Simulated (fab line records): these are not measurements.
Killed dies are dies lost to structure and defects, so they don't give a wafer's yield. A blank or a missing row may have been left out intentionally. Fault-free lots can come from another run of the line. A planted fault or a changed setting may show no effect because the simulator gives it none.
2 desks looking at one fault | flow sky130 | each desk holds nothing but its own numbers, with what lay behind them at the end

== DESK OF THE TOOL OWNER: implanter-02 ==
The tool's own readings at SKY_SD_N_IMPLANT_09: means of the sampled wafers that have a number, for each lot that ran on this tool. A lot is out of limits, marked OUT, if its mean lies more than 4 standard deviations from the usual mean; the brackets give that distance.
Columns: A = beam energy keV at SKY_SD_N_IMPLANT_09, usual 50.000
lot  | first seen here | A
L594 | day 30 16:28    | 49.984
L599 | day 32 08:29    | 50.002
L605 | day 33 17:58    | 35.960 (-99 or more) OUT
L607 | day 34 03:19    | 35.969 (-99 or more) OUT
This desk's finding: out of limits on L605, L607; first on L605, day 33 17:58 (beam energy keV at SKY_SD_N_IMPLANT_09). L594, L599 stayed within limits.

== THE METROLOGY DESK ==
What the gauges read, lot by lot, whatever tool the lot ran on: means of the sampled wafers that have a number. A lot is out of limits, marked OUT, if its mean lies more than 4 standard deviations from the usual mean; the brackets give that distance.
Columns: A = POLY_CUT_OVL at SKY_POLY_CUT_OVL_MEAS_09, usual -1 nm; B = SD_P_OVL at SKY_SD_P_OVL_MEAS_08, usual -0.8 nm; C = SD_N_TW at SKY_SD_N_TW_MEAS_12, usual 3980; D = SD_N_RS at SKY_SD_N_RS_MEAS_16, usual 68.50 ohm/sq
lot  | first seen here | A  | B    | C              | D
L589 | day 25 01:47    | 0  | -0.5 | 3994           | 68.71
L590 | day 25 05:22    | 1  | -1.2 | 3968           | 68.32
L591 | day 25 10:02    | 2  | 0.5  | 3999           | 68.48
L594 | day 27 04:52    | -1 | -0.3 | 3960           | 68.39
L596 | day 27 23:05    | 3  | -0.2 | 3967           | 68.40
L597 | day 28 04:23    | 3  | -2.1 | 3987           | 68.51
L598 | day 28 19:59    | -2 | -0.7 | 4009           | 68.43
L599 | day 28 21:50    | 5  | -1.2 | 3955           | 68.55
L605 | day 30 08:29    | 7  | -1.8 | 3649 (-14) OUT | 80.00 (+82) OUT
L607 | day 30 19:19    | -2 | -1.1 | 3629 (-15) OUT | 80.01 (+82) OUT
L609 | day 31 08:14    | 1  | -1.5 | 3952           | 68.65
Finding of this desk: L605, L607 out of limits, first seen on L605 at day 33 18:22 (SD_N_TW at SKY_SD_N_TW_MEAS_12). L589, L590, L591, L594, L596, L597, L598, L599, L609 stayed within limits.

== ALL TOGETHER ==
The tool owner's desk could have raised an alarm at day 33 17:58, on L605, L607.
L605, L607 would have let the metrology desk raise an alarm at day 33 18:22.
Of the lots named, all ran SKY_SD_N_IMPLANT_09 on implanter-02.

== WHAT WAS PUT IN BY THE SIMULATOR ==
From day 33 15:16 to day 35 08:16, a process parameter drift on implanter-02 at SKY_SD_N_IMPLANT_09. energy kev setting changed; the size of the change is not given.
Struck lots among those shown: L605, L607.
Fault start to first reading out of limits, in hours, per desk: tool owner, 3; metrology, 3.
